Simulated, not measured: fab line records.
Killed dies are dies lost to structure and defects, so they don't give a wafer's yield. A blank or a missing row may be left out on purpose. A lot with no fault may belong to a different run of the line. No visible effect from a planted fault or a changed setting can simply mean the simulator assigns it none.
Matching of chambers | flow gf180mcu | pecvd-03 running GF_V4_CVD_02: 3 sister chambers
The step deposits SiO2 from TEOS, target thk 850 nm, time 94.851 s. 6 wafers are shown with their chamber, then 9 later ones without.

== EACH WAFER AND ITS CHAMBER ==
wafer  | chamber | heater_power_w (W) | heater_power_outer_w (W)
L081.4 | 2       | 457                | 267
L081.6 | 1       | 824                | 481
L082.5 | 2       | 405                | 235
L086.1 | 0       | 714                | 433
L086.2 | 1       | 829                | 460
L086.6 | 0       | 746                | 461

== WAFERS MISSING THEIR CHAMBER ==
wafer  | heater_power_w (W) | heater_power_outer_w (W)
L087.1 | 692                | 395
L087.3 | 812                | 451
L087.4 | 842                | 484
L090.3 | 765                | 478
L090.4 | 815                | 435
L090.5 | 465                | 270
L096.1 | 496                | 299
L096.3 | 711                | 428
L096.5 | 787                | 439

== CHAMBER TAKEN BY EACH ==
wafer  | from the rows above     | in truth
L087.1 | 0                       | 0
L087.3 | 1                       | 1
L087.4 | 1                       | 1
L090.3 | can't be placed: 0 or 1 | 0
L090.4 | can't be placed: 1 or 0 | 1
L090.5 | 2                       | 2
L096.1 | 2                       | 2
L096.3 | 0                       | 0
L096.5 | can't be placed: 1 or 0 | 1
6 of 9 placed correctly. Not placeable from these rows: 3 (in 3, the candidates include the true chamber). Placed wrongly: 0.
How it was worked out, from the rows above alone: a wafer's distance from a chamber is the root of the sum, over the readings, of the square of ((its reading less the chamber's mean) divided by the reading's scatter). If the next closest chamber is less than 2 further off than the closest, the wafer can't be placed; otherwise it belongs to the closest. The mean given for a chamber averages the wafers shown for that chamber. The scatter: take each reading less its chamber's mean, square it, sum over the shown wafers, divide by the number of wafers less the number of chambers, and take the root.
